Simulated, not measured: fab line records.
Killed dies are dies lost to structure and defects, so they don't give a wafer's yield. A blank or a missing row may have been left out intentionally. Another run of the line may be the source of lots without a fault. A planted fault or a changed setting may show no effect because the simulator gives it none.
Which of the tools did it? / flow sky130 / 12 lots with 36 wafers sampled at 6 steps, on a route of 708 steps

== WHAT EACH GAUGE READ, for each wafer ==
SKY_SD_P_CD_MEAS_07: target cd 380 nm. Usual: 380.3 nm for cdNm, sd 2.2.
lot=L838; measured=day 25 05:02; on=cdSem-02; cdNm (nm)=379.2 377.1 377.5; flag=
lot=L839; measured=day 25 18:38; on=cdSem-02; cdNm (nm)=382.6 380.4 381.3; flag=
lot=L840; measured=day 26 07:01; on=cdSem-01; cdNm (nm)=387.0 384.3 386.2; flag=
lot=L842; measured=day 27 02:04; on=cdSem-01; cdNm (nm)=378.8 378.0 379.0; flag=
lot=L844; measured=day 27 07:52; on=cdSem-01; cdNm (nm)=380.5 379.4 379.7; flag=
lot=L843; measured=day 27 11:13; on=cdSem-01; cdNm (nm)=379.5 380.0 380.8; flag=
lot=L848; measured=day 29 05:53; on=cdSem-01; cdNm (nm)=379.2 379.6 381.4; flag=
lot=L849; measured=day 29 14:37; on=cdSem-02; cdNm (nm)=377.6 380.1 378.7; flag=
lot=L850; measured=day 29 15:13; on=cdSem-02; cdNm (nm)=381.0 379.5 378.9; flag=
lot=L853; measured=day 30 18:01; on=cdSem-01; cdNm (nm)=380.6 379.0 381.1; flag=
lot=L854; measured=day 30 19:44; on=cdSem-02; cdNm (nm)=- - -; flag=OFF
lot=L861; measured=day 33 02:23; on=cdSem-02; cdNm (nm)=382.0 377.9 379.6; flag=

SKY_SD_P_TW_MEAS_11. Usual: SD_P_TW 2841, standard deviation 22.
lot=L838; measured=day 25 05:26; on=filmMetro-02; SD_P_TW=2844 2855 2847; flag=
lot=L839; measured=day 25 19:02; on=filmMetro-02; SD_P_TW=2872 2879 2857; flag=
lot=L840; measured=day 26 07:25; on=filmMetro-04; SD_P_TW=2884 2873 2877; flag=
lot=L842; measured=day 27 02:28; on=filmMetro-04; SD_P_TW=2855 2843 2866; flag=
lot=L844; measured=day 27 08:14; on=filmMetro-03; SD_P_TW=2809 2806 2811; flag=
lot=L843; measured=day 27 11:35; on=filmMetro-03; SD_P_TW=2812 2801 2800; flag=
lot=L848; measured=day 29 06:16; on=filmMetro-04; SD_P_TW=2851 2848 2847; flag=
lot=L849; measured=day 29 15:02; on=filmMetro-02; SD_P_TW=2868 2854 2847; flag=
lot=L850; measured=day 29 15:38; on=filmMetro-02; SD_P_TW=2858 2860 2873; flag=
lot=L853; measured=day 30 18:25; on=filmMetro-04; SD_P_TW=2853 2841 2846; flag=
lot=L854; measured=day 30 20:08; on=filmMetro-02; SD_P_TW=30 30 30; flag=OFF
lot=L861; measured=day 33 02:47; on=filmMetro-03; SD_P_TW=2811 2832 2827; flag=

SKY_SD_N_CD_MEAS_07: target cd 380 nm. Usual: 380.2 nm for cdNm, sd 2.7.
lot=L838; measured=day 27 14:50; on=cdSem-02; cdNm (nm)=377.3 377.2 376.7; flag=
lot=L839; measured=day 28 03:45; on=cdSem-01; cdNm (nm)=380.7 383.5 379.8; flag=
lot=L840; measured=day 28 16:23; on=cdSem-01; cdNm (nm)=375.5 375.3 376.1; flag=
lot=L842; measured=day 29 11:43; on=cdSem-02; cdNm (nm)=378.6 381.4 379.3; flag=
lot=L844; measured=day 29 17:07; on=cdSem-01; cdNm (nm)=380.2 380.8 381.4; flag=
lot=L843; measured=day 29 19:58; on=cdSem-02; cdNm (nm)=382.5 383.4 381.6; flag=
lot=L848; measured=day 31 13:35; on=cdSem-01; cdNm (nm)=379.8 381.1 381.8; flag=
lot=L849; measured=day 31 23:26; on=cdSem-01; cdNm (nm)=381.6 381.7 383.1; flag=
lot=L850; measured=day 31 23:52; on=cdSem-02; cdNm (nm)=378.3 378.3 377.4; flag=
lot=L853; measured=day 33 00:59; on=cdSem-01; cdNm (nm)=384.6 384.5 380.9; flag=
lot=L854; measured=day 33 03:17; on=cdSem-01; cdNm (nm)=377.9 375.3 378.7; flag=
lot=L861; measured=day 35 07:24; on=cdSem-01; cdNm (nm)=381.5 380.7 379.9; flag=

SKY_SD_N_RS_MEAS_17: measurement is done with a four-point probe. Usual: SD_P_RS 146.9 ohm/sq, standard deviation 0.4.
lot=L838; measured=day 27 15:47; on=filmMetro-04; SD_P_RS (ohm/sq)=147.1 147.0 146.8; flag=
lot=L839; measured=day 28 04:43; on=filmMetro-03; SD_P_RS (ohm/sq)=146.3 146.2 146.8; flag=
lot=L840; measured=day 28 17:21; on=filmMetro-02; SD_P_RS (ohm/sq)=147.2 146.9 147.9; flag=
lot=L842; measured=day 29 12:41; on=filmMetro-02; SD_P_RS (ohm/sq)=147.3 147.5 147.6; flag=
lot=L844; measured=day 29 18:05; on=filmMetro-02; SD_P_RS (ohm/sq)=147.1 147.0 147.5; flag=
lot=L843; measured=day 29 20:55; on=filmMetro-03; SD_P_RS (ohm/sq)=146.9 146.5 146.5; flag=
lot=L848; measured=day 31 14:34; on=filmMetro-04; SD_P_RS (ohm/sq)=146.9 146.5 146.7; flag=
lot=L849; measured=day 32 00:29; on=filmMetro-03; SD_P_RS (ohm/sq)=146.6 146.7 146.5; flag=
lot=L850; measured=day 32 00:50; on=filmMetro-02; SD_P_RS (ohm/sq)=147.0 147.3 146.6; flag=
lot=L853; measured=day 33 01:56; on=filmMetro-03; SD_P_RS (ohm/sq)=146.6 146.2 146.6; flag=
lot=L854; measured=day 33 04:15; on=filmMetro-02; SD_P_RS (ohm/sq)=147.6 147.2 147.1; flag=
lot=L861; measured=day 35 08:22; on=filmMetro-03; SD_P_RS (ohm/sq)=146.7 146.6 146.6; flag=

== WHAT TOOL EACH LOT RAN ON (gives the tool, then ch and the chambers of the sampled wafers, and finally the start) ==
lot=L838; SKY_POLY_GATE_ETCH_15=rieDiel-04 ch 0,1,3, day 16 05:23; SKY_SD_P_EXPOSE_04=ilineStepper-02 ch 0, day 24 14:12
lot=L839; SKY_POLY_GATE_ETCH_15=rieDiel-01 ch 0,2,3, day 16 18:17; SKY_SD_P_EXPOSE_04=ilineStepper-01 ch 0, day 25 04:29
lot=L840; SKY_POLY_GATE_ETCH_15=rieDiel-02 ch 0,2,3, day 17 07:26; SKY_SD_P_EXPOSE_04=ilineStepper-02 ch 0, day 25 17:38
lot=L842; SKY_POLY_GATE_ETCH_15=rieDiel-01 ch 0,1,3, day 18 00:41; SKY_SD_P_EXPOSE_04=ilineStepper-02 ch 0, day 26 12:49
lot=L844; SKY_POLY_GATE_ETCH_15=rieDiel-01 ch 0,2,3, day 18 08:05; SKY_SD_P_EXPOSE_04=ilineStepper-02 ch 0, day 26 17:50
lot=L843; SKY_POLY_GATE_ETCH_15=rieDiel-02 ch 0,3, day 18 10:05; SKY_SD_P_EXPOSE_04=ilineStepper-02 ch 0, day 26 21:16
lot=L848; SKY_POLY_GATE_ETCH_15=rieDiel-01 ch 0,2,3, day 20 08:40; SKY_SD_P_EXPOSE_04=ilineStepper-01 ch 0, day 28 15:08
lot=L849; SKY_POLY_GATE_ETCH_15=rieDiel-04 ch 1,2,3, day 20 18:08; SKY_SD_P_EXPOSE_04=ilineStepper-02 ch 0, day 29 00:21
lot=L850; SKY_POLY_GATE_ETCH_15=rieDiel-02 ch 0,1, day 20 18:35; SKY_SD_P_EXPOSE_04=ilineStepper-02 ch 0, day 29 01:03
lot=L853; SKY_POLY_GATE_ETCH_15=rieDiel-04 ch 0,2, day 21 23:44; SKY_SD_P_EXPOSE_04=ilineStepper-02 ch 0, day 30 03:58
lot=L854; SKY_POLY_GATE_ETCH_15=rieDiel-01 ch 0,1,2, day 22 01:23; SKY_SD_P_EXPOSE_04=ilineStepper-02 ch 0, day 30 06:05
lot=L861; SKY_POLY_GATE_ETCH_15=rieDiel-04 ch 0,1,2, day 24 14:47; SKY_SD_P_EXPOSE_04=ilineStepper-01 ch 0, day 32 12:09
- SKY_POLY_GATE_ETCH_15: etches BARC in N2/H2, stops on SiO2, time 118.5 s, target depth 110 nm.
- SKY_SD_P_EXPOSE_04: exposes mask PSDM, target cd 380 nm.

== AS READ BY THE TOOLS THEMSELVES (means over the sampled wafers that have a number; for cases with no such wafer, the mark the record gives instead) ==
SKY_POLY_GATE_ETCH_15. Usual: drypumpMotorCurrentA 5.6 A, standard deviation 0.46; oesProductAu 0.715 a.u., standard deviation 0.0048; throttleValvePct 13.212 %, standard deviation 0.0088.
lot=L838; tool=rieDiel-04; drypumpMotorCurrentA (A)=5.4; oesProductAu (a.u.)=0.719; throttleValvePct (%)=13.209; flag=
lot=L839; tool=rieDiel-01; drypumpMotorCurrentA (A)=5.9; oesProductAu (a.u.)=0.717; throttleValvePct (%)=13.212; flag=
lot=L840; tool=rieDiel-02; drypumpMotorCurrentA (A)=5.6; oesProductAu (a.u.)=0.716; throttleValvePct (%)=13.209; flag=
lot=L842; tool=rieDiel-01; drypumpMotorCurrentA (A)=5.4; oesProductAu (a.u.)=0.715; throttleValvePct (%)=13.217; flag=
lot=L844; tool=rieDiel-01; drypumpMotorCurrentA (A)=5.9; oesProductAu (a.u.)=0.716; throttleValvePct (%)=13.218; flag=
lot=L843; tool=rieDiel-02; drypumpMotorCurrentA (A)=5.5; oesProductAu (a.u.)=0.713; throttleValvePct (%)=13.207; flag=
lot=L848; tool=rieDiel-01; drypumpMotorCurrentA (A)=5.9; oesProductAu (a.u.)=0.717; throttleValvePct (%)=13.216; flag=
lot=L849; tool=rieDiel-04; drypumpMotorCurrentA (A)=5.5; oesProductAu (a.u.)=0.715; throttleValvePct (%)=13.215; flag=
lot=L850; tool=rieDiel-02; drypumpMotorCurrentA (A)=5.6; oesProductAu (a.u.)=0.714; throttleValvePct (%)=13.215; flag=
lot=L853; tool=rieDiel-04; drypumpMotorCurrentA (A)=5.2; oesProductAu (a.u.)=0.715; throttleValvePct (%)=13.213; flag=
lot=L854; tool=rieDiel-01; drypumpMotorCurrentA (A)=5.9; oesProductAu (a.u.)=0.718; throttleValvePct (%)=13.213; flag=
lot=L861; tool=rieDiel-04; drypumpMotorCurrentA (A)=5.4; oesProductAu (a.u.)=0.710; throttleValvePct (%)=13.214; flag=

SKY_SD_P_EXPOSE_04. Usual: -0.1 nm for focusOffsetNm, sd 0.52.
lot=L838; tool=ilineStepper-02; focusOffsetNm (nm)=-0.4; flag=
lot=L839; tool=ilineStepper-01; focusOffsetNm (nm)=0.3; flag=
lot=L840; tool=ilineStepper-02; focusOffsetNm (nm)=0.2; flag=
lot=L842; tool=ilineStepper-02; focusOffsetNm (nm)=-0.2; flag=
lot=L844; tool=ilineStepper-02; focusOffsetNm (nm)=0.5; flag=
lot=L843; tool=ilineStepper-02; focusOffsetNm (nm)=-0.1; flag=
lot=L848; tool=ilineStepper-01; focusOffsetNm (nm)=-0.2; flag=
lot=L849; tool=ilineStepper-02; focusOffsetNm (nm)=0.1; flag=
lot=L850; tool=ilineStepper-02; focusOffsetNm (nm)=-0.4; flag=
lot=L853; tool=ilineStepper-02; focusOffsetNm (nm)=-0.4; flag=
lot=L854; tool=ilineStepper-02; focusOffsetNm (nm)=-0.4; flag=
lot=L861; tool=ilineStepper-01; focusOffsetNm (nm)=-0.9; flag=

== THE ANSWER, worked out from the rows above alone ==
Rule: a lot counts as off when the mean over its wafers that have a number is more than 3 standard deviations away from the usual mean. A lot without any number at a reading at which 4 lots or more have one is off too. Any other lot the step has rows for is counted as sound. The gauges are gone through in route order, then the tools' own readings, and for those a lot's mean is taken as printed above. At the first step where some lot is off, the reading lying furthest off is the one used; lots without a number count as furthest.
Off at SKY_SD_P_CD_MEAS_07 (cdNm): L854. Without a number there: L854.
If a tool, at a process step before that reading, ran all the lots that are off and no sound lot after the first of them, it fits. The gauges at SKY_SD_P_CD_MEAS_07 aren't tried: what is off there is off at SKY_SD_P_TW_MEAS_11 too, on other tools, and a gauge's error can't cause that. This does not decide it: 2 tools fit, namely rieDiel-01 at SKY_POLY_GATE_ETCH_15 and ilineStepper-02 at SKY_SD_P_EXPOSE_04.

== WHAT THE SIMULATOR PUT IN ==
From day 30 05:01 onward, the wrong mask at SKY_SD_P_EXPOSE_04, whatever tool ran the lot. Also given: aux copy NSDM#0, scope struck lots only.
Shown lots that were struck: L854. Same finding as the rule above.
